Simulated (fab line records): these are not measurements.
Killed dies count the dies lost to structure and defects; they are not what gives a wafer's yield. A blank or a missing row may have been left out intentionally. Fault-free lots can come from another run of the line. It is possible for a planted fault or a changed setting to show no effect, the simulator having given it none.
Matching of chambers || flow gf180mcu || GF_V3_CMP_26 on cmp-02 has 4 sister chambers
The step polishes, stops on SiO2, t overpolish 15 s, target thk 0 nm. 7 wafers are shown with their chamber, then 9 later ones without.

EACH WAFER AND ITS CHAMBER
{"wafer": "L075.1", "chamber": 0, "motor current A (A)": 11.5, "retaining ring pressure frac": 0.998}
{"wafer": "L082.3", "chamber": 0, "motor current A (A)": 11.4, "retaining ring pressure frac": 0.990}
{"wafer": "L085.1", "chamber": 1, "motor current A (A)": 14.8, "retaining ring pressure frac": 0.991}
{"wafer": "L089.5", "chamber": 3, "motor current A (A)": 9.8, "retaining ring pressure frac": 1.000}
{"wafer": "L090.2", "chamber": 2, "motor current A (A)": 11.6, "retaining ring pressure frac": 0.995}
{"wafer": "L090.4", "chamber": 3, "motor current A (A)": 9.7, "retaining ring pressure frac": 0.995}
{"wafer": "L090.6", "chamber": 2, "motor current A (A)": 11.9, "retaining ring pressure frac": 1.001}

WAFERS WHOSE CHAMBER IS MISSING
{"wafer": "L091.1", "motor current A (A)": 9.2, "retaining ring pressure frac": 1.007}
{"wafer": "L091.2", "motor current A (A)": 14.6, "retaining ring pressure frac": 0.992}
{"wafer": "L091.3", "motor current A (A)": 11.6, "retaining ring pressure frac": 1.001}
{"wafer": "L094.2", "motor current A (A)": 14.8, "retaining ring pressure frac": 1.002}
{"wafer": "L094.4", "motor current A (A)": 12.2, "retaining ring pressure frac": 0.997}
{"wafer": "L094.5", "motor current A (A)": 11.9, "retaining ring pressure frac": 0.999}
{"wafer": "L095.1", "motor current A (A)": 10.8, "retaining ring pressure frac": 0.996}
{"wafer": "L095.3", "motor current A (A)": 9.7, "retaining ring pressure frac": 0.991}
{"wafer": "L095.6", "motor current A (A)": 12.1, "retaining ring pressure frac": 0.994}

WHICH CHAMBER EACH WENT THROUGH
{"wafer": "L091.1", "from the rows above": 3, "in truth": 3}
{"wafer": "L091.2", "from the rows above": 1, "in truth": 1}
{"wafer": "L091.3", "from the rows above": "can't be placed: 2 or 0", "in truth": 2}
{"wafer": "L094.2", "from the rows above": 1, "in truth": 1}
{"wafer": "L094.4", "from the rows above": 2, "in truth": 2}
{"wafer": "L094.5", "from the rows above": 2, "in truth": 2}
{"wafer": "L095.1", "from the rows above": 0, "in truth": 0}
{"wafer": "L095.3", "from the rows above": 3, "in truth": 3}
{"wafer": "L095.6", "from the rows above": 2, "in truth": 2}
Correct placement for 8 of the 9. Cannot be placed on the basis of these rows: 1; the candidates contain the true chamber in 1. Number placed wrongly: 0.
How it was worked out, from the rows above alone: a wafer's distance from a chamber is the root of the sum, over the readings, of the square of ((its reading less the chamber's mean) divided by the reading's scatter). If the next closest chamber is less than 2 further off than the closest, the wafer can't be placed; otherwise it belongs to the closest. For every chamber, the mean is computed from those of its wafers that are shown. The scatter: the root of (the sum of the squares of (reading less its chamber's mean) over the shown wafers, divided by (wafers less chambers)).
